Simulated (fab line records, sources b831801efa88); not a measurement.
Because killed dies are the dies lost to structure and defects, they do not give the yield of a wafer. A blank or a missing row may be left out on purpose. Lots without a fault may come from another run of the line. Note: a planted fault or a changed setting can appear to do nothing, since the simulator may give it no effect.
Which tool was responsible? / flow sky130 / route of 708 steps, sampled at 1 step: 7 lots, 21 wafers

WHAT EACH GAUGE READ, for each wafer
SKY_NWELL_OVL_MEAS_23.
lot=L190; measured=day 6 06:43; on=overlay-01; NWELL_01_OVL (nm)=-1.1 -0.6 -2.2
lot=L193; measured=day 6 10:32; on=overlay-01; NWELL_01_OVL (nm)=-1.8 -1.5 1.0
lot=L196; measured=day 7 08:43; on=overlay-01; NWELL_01_OVL (nm)=-0.7 -1.8 -0.3
lot=L201; measured=day 8 13:01; on=overlay-02; NWELL_01_OVL (nm)=2.0 0.5 0.4
lot=L206; measured=day 9 16:37; on=overlay-01; NWELL_01_OVL (nm)=-0.2 -1.5 -1.6
lot=L209; measured=day 11 12:55; on=overlay-01; NWELL_01_OVL (nm)=0.6 0.9 -0.7
lot=L211; measured=day 11 23:34; on=overlay-01; NWELL_01_OVL (nm)=-0.7 0.7 -0.5

WHAT TOOL EACH LOT RAN ON (gives the tool, then ch and the chambers of the sampled wafers, and finally the start)
Record: no process step prior to these readings.

THE ANSWER, worked out from the rows above alone
Rule: usual is defined by the lots themselves. Put in order of their means at a reading, lots are off if they are a third of the lots or fewer, leave a main group of 4 or more, and stand apart from it by a gap of 3 or more times the standard deviation of the main group's means; of several such gaps the widest counts. Not used: any main group whose means are identical at the precision the tables above print for the reading. A lot without any number at a reading at which 4 lots or more have one is off too. Any other lot the step has rows for is counted as sound.
No lot is off at any reading shown: from this, nothing can be told.

WHAT HAD BEEN PUT IN BY THE SIMULATOR
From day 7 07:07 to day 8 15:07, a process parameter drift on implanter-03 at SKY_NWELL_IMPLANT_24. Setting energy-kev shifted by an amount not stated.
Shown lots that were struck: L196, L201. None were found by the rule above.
